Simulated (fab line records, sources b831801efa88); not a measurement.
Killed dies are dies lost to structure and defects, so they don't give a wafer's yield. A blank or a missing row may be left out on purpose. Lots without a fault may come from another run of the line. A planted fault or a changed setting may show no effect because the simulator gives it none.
Which tool did it? | flow gf180mcu | 12 lots, 36 wafers sampled, at 5 steps of a route of 602

WHAT THE GAUGES READ, wafer by wafer
GF_V1_BOW_MEAS_05.
lot  | measured     | on            | V1_BOW (um)
L258 | day 17 08:41 | film_metro-01 | 85 84 95
L259 | day 17 19:25 | film_metro-02 | 86 81 89
L260 | day 18 01:47 | film_metro-02 | 95 89 85
L261 | day 18 16:01 | film_metro-01 | 85 79 83
L265 | day 20 07:46 | film_metro-02 | 54 58 46
L266 | day 20 15:32 | film_metro-02 | 69 51 59
L267 | day 21 04:47 | film_metro-04 | 69 64 59
L268 | day 21 10:56 | film_metro-04 | 80 87 81
L273 | day 23 00:25 | film_metro-01 | 81 87 79
L276 | day 24 01:35 | film_metro-04 | 92 88 83
L279 | day 24 19:43 | film_metro-04 | 84 93 86
L280 | day 25 06:16 | film_metro-02 | 82 88 79

GF_V1_OVL_MEAS_15.
lot  | measured     | on         | V1_OVL (nm)
L258 | day 18 08:17 | overlay-02 | 5 -2 -3
L259 | day 18 19:06 | overlay-02 | 9 -3 7
L260 | day 19 02:23 | overlay-01 | -7 -9 -9
L261 | day 19 16:41 | overlay-02 | 5 11 3
L265 | day 21 08:03 | overlay-01 | 4 6 12
L266 | day 21 15:18 | overlay-02 | 2 6 8
L267 | day 22 04:11 | overlay-01 | -4 -6 6
L268 | day 22 10:52 | overlay-01 | 2 4 2
L273 | day 23 23:26 | overlay-02 | 8 4 -5
L276 | day 25 00:36 | overlay-01 | -6 3 -8
L279 | day 25 16:50 | overlay-02 | -4 0 4
L280 | day 26 03:02 | overlay-02 | -1 1 3

WHICH TOOL RAN EACH LOT (tool, then ch and the chambers of the sampled wafers, then the start)
lot  | GF_CONTACT_SPUTTER_22        | GF_M1_SPUTTER_00             | GF_V1_CVD_00
L258 | pvd_sputter-04, day 16 07:41 | pvd_sputter-01, day 16 08:22 | hdpcvd-01 ch 0,2, day 17 08:08
L259 | pvd_sputter-03, day 16 18:17 | pvd_sputter-01, day 16 18:58 | hdpcvd-02 ch 0,1, day 17 18:49
L260 | pvd_sputter-03, day 16 23:29 | pvd_sputter-04, day 17 00:28 | hdpcvd-01 ch 0,2, day 18 00:58
L261 | pvd_sputter-02, day 17 14:14 | pvd_sputter-03, day 17 14:55 | hdpcvd-01 ch 0,2, day 18 15:25
L265 | pvd_sputter-03, day 19 05:22 | pvd_sputter-04, day 19 06:04 | hdpcvd-01 ch 1,2, day 20 07:10
L266 | pvd_sputter-04, day 19 12:41 | pvd_sputter-03, day 19 13:22 | hdpcvd-01 ch 0,1,2, day 20 14:55
L267 | pvd_sputter-03, day 20 02:37 | pvd_sputter-04, day 20 03:18 | hdpcvd-01 ch 0,1, day 21 04:13
L268 | pvd_sputter-04, day 20 08:25 | pvd_sputter-01, day 20 09:12 | hdpcvd-01 ch 0,2, day 21 10:23
L273 | pvd_sputter-04, day 21 23:08 | pvd_sputter-01, day 21 23:49 | hdpcvd-02 ch 0,1, day 22 23:51
L276 | pvd_sputter-04, day 23 01:22 | pvd_sputter-01, day 23 02:03 | hdpcvd-02 ch 0,1, day 24 00:59
L279 | pvd_sputter-02, day 23 18:59 | pvd_sputter-01, day 23 19:40 | hdpcvd-02 ch 0,1, day 24 19:09
L280 | pvd_sputter-02, day 24 05:59 | pvd_sputter-03, day 24 06:40 | hdpcvd-01 ch 1,2, day 25 05:34
- GF_CONTACT_SPUTTER_22: material Ti, target thk 15 nm, time 80.02 s.
- GF_M1_SPUTTER_00: material Ti, target thk 37.5 nm, time 150 s.
- GF_V1_CVD_00: deposits SiO2, target thk 600 nm, time 100 s.

WHAT THE TOOLS THEMSELVES READ (means of the sampled wafers that have a number; where no wafer has one, the mark that the record gives instead)
GF_CONTACT_SPUTTER_22.
lot  | tool           | chamber_pressure_pa (Pa) | throttle_valve_pct (%)
L258 | pvd_sputter-04 | 5.000                    | 29.8
L259 | pvd_sputter-03 | 5.003                    | 30.3
L260 | pvd_sputter-03 | 5.015                    | 29.8
L261 | pvd_sputter-02 | 4.986                    | 29.9
L265 | pvd_sputter-03 | 4.991                    | 30.0
L266 | pvd_sputter-04 | 5.014                    | 29.9
L267 | pvd_sputter-03 | 4.997                    | 30.0
L268 | pvd_sputter-04 | 4.999                    | 29.6
L273 | pvd_sputter-04 | 4.992                    | 29.8
L276 | pvd_sputter-04 | 5.001                    | 30.3
L279 | pvd_sputter-02 | 5.001                    | 29.6
L280 | pvd_sputter-02 | 4.999                    | 29.9

GF_M1_SPUTTER_00.
lot  | tool           | chamber_pressure_pa (Pa) | throttle_valve_pct (%)
L258 | pvd_sputter-01 | 1.998                    | 29.5
L259 | pvd_sputter-01 | 2.000                    | 29.4
L260 | pvd_sputter-04 | 1.999                    | 29.8
L261 | pvd_sputter-03 | 2.000                    | 29.8
L265 | pvd_sputter-04 | 2.002                    | 29.7
L266 | pvd_sputter-03 | 1.999                    | 29.8
L267 | pvd_sputter-04 | 2.004                    | 29.3
L268 | pvd_sputter-01 | 1.997                    | 29.6
L273 | pvd_sputter-01 | 2.006                    | 29.5
L276 | pvd_sputter-01 | 1.998                    | 29.5
L279 | pvd_sputter-01 | 2.000                    | 29.2
L280 | pvd_sputter-03 | 1.998                    | 30.3

GF_V1_CVD_00.
lot  | tool      | pressure_mtorr (mTorr) | run_length_s (s) | sih4_flow_sccm (sccm)
L258 | hdpcvd-01 | 6.005                  | 127.2            | 59.93
L259 | hdpcvd-02 | 5.990                  | 128.5            | 59.96
L260 | hdpcvd-01 | 5.997                  | 127.1            | 59.93
L261 | hdpcvd-01 | 6.012                  | 127.0            | 59.89
L265 | hdpcvd-01 | -                      | -                | -
L266 | hdpcvd-01 | -                      | -                | -
L267 | hdpcvd-01 | -                      | -                | -
L268 | hdpcvd-01 | 6.006                  | 126.8            | 60.17
L273 | hdpcvd-02 | 6.014                  | 128.1            | 59.91
L276 | hdpcvd-02 | 5.995                  | 128.0            | 59.97
L279 | hdpcvd-02 | 6.000                  | 127.2            | 60.04
L280 | hdpcvd-01 | 5.985                  | 128.1            | 60.24

THE ANSWER, worked out from the rows above alone
Rule: what is usual is taken from the lots themselves. Put in order of their means at a reading, lots are off if they are a third of the lots or fewer, leave a main group of 4 or more, and stand apart from it by a gap of 3 or more times the standard deviation of the main group's means; of several such gaps the widest counts. A main group whose means are all the same, to the digits that the tables above print for the reading, isn't used. A lot without any number at a reading at which 4 lots or more have one is off too. The other lots that the step has rows for count as sound. The gauges are gone through in route order, then the tools' own readings, and for those a lot's mean is taken as printed above. The first step at which some lot is off is used, and at that step the reading that is off furthest; a lot without a number counts as furthest.
Off: L265, L266, L267, at GF_V1_BOW_MEAS_05 (V1_BOW). The main group: mean 85 um, standard deviation 2.7.
A tool fits if, at a process step before that reading, it ran every lot that is off, and no sound lot after the first of them. The gauges at GF_V1_BOW_MEAS_05 aren't tried: what is off there is off at GF_V1_CVD_00 too, on other tools, and a gauge's error can't cause that. None of those tried fits.

WHAT THE SIMULATOR HAD PUT IN
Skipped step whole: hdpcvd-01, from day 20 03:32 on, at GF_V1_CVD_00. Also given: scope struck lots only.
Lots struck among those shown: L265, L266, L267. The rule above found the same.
